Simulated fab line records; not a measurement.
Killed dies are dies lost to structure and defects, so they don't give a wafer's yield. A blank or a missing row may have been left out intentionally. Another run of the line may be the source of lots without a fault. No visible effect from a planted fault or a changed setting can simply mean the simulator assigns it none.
Problem report in the 8D (eight disciplines) form, filled by code	flow sky130	the parts of the form that need people (team, actions taken, sign-off) are left out

## 1. THE ISSUE
Mean SD_N_RS at SKY_SD_N_RS_MEAS_16: 71.36 ohm/sq over 6 wafers in 2 lots; fault-free wafers: 68.61 ohm/sq, standard deviation 0.12. Measured from the usual mean, that is +23 standard deviations.
The step: measures by four-point-probe.
Earliest sighting: wafer L864.1 on filmMetro-02 at day 32 18:08. Wafers with a number at this step in the record: 33, from 11 lots. By rule, "out" or "out of limits" means more than 4 standard deviations away from the usual mean. Any other wafer with a number is counted as sound.

## 2. WHAT IT IS; WHAT IT IS NOT
question	is	is not
which readings at this step	SD_N_RS	-
which lots	L863, L864	L850, L851, L852, L853, L857, L858, L862, L872, L873
which wafers of those lots	all that have a number	-
read on which gauges	filmMetro-01, filmMetro-02	filmMetro-03
when	from day 32 18:08	up to then (21 sound wafers); but 6 sound wafers of L872, L873 came after

## 3. THE SUSPECTS, EACH WITH WHAT RULES IT OUT
Counting: a tool at any process step up to the reading remains a suspect when it ran all the lots that are out and ran no sound lot after the first of those.
- ruled out: the gauge at SKY_SD_N_RS_MEAS_16. The wafers that are out were read on 2 gauges (filmMetro-01, filmMetro-02).
- implanter-03 at SKY_SD_N_IMPLANT_09: kept. Every lot that is out went through it, starting with L864 (day 32 17:28), and after that it ran no sound lot; the last sound lot it ran before then is L862 (day 31 22:16). Its own beamEnergyKeV readings are out on those wafers.
- plasmaAsher-03 at SKY_SD_N_STRIP_11 (strips in O2/N2): ruled out as a lasting fault. After its first lot that is out, L864 (day 32 17:46), sound lots L872, L873 ran on it.
After counting, what remains is implanter-03 at SKY_SD_N_IMPLANT_09.

## 4. THE CAUSE (what the simulator had put in)
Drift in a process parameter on implanter-03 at SKY_SD_N_IMPLANT_09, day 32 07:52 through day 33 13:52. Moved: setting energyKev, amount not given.
Counting left only this tool.

## 5. THE CHAIN OF EFFECTS, in route order
One row per reading whose mean, taken over the struck wafers that have a number, lies over 3 standard deviations from the usual. Scope: only readings with a usual standard deviation given in the record; hours: median across lots of the time from each lot's start at the first step in this table that gives one to its start at this step; sigmas: change in usual standard deviations.
hours	step	reading	usual	on struck wafers	change	sigmas
0	SKY_SD_N_IMPLANT_09	beamEnergyKeV	49.998	46.316	-3.682	-99 or more
0	SKY_SD_N_STRIP_11	stripTimeToEndpointS	22.56 s	21.99	-0.57	-14
0	SKY_SD_N_TW_MEAS_12	SD_N_TW	3997	3928	-70	-3.0
1	SKY_SD_N_RS_MEAS_16	SD_N_RS	68.61 ohm/sq	71.36	+2.75	+23
Here are the process steps it includes:
- SKY_SD_N_IMPLANT_09
- SKY_SD_N_STRIP_11: strips in O2/N2.

## 6. WHAT WOULD HAVE CAUGHT IT SOONER
In this record the first reading out of limits at a measuring or inspecting step was taken at day 32 18:08, 10 hours after the fault began at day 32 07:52.
At SKY_SD_N_IMPLANT_09, the tool's own readings (beamEnergyKeV) were out on each struck wafer the step has a row for, so an alarm limit on them would have fired on the first such wafer.
Of the lots that are out (2), L863 began SKY_SD_N_IMPLANT_09 on implanter-03 after day 32 18:08. Putting the tool on hold at that point would have spared it.
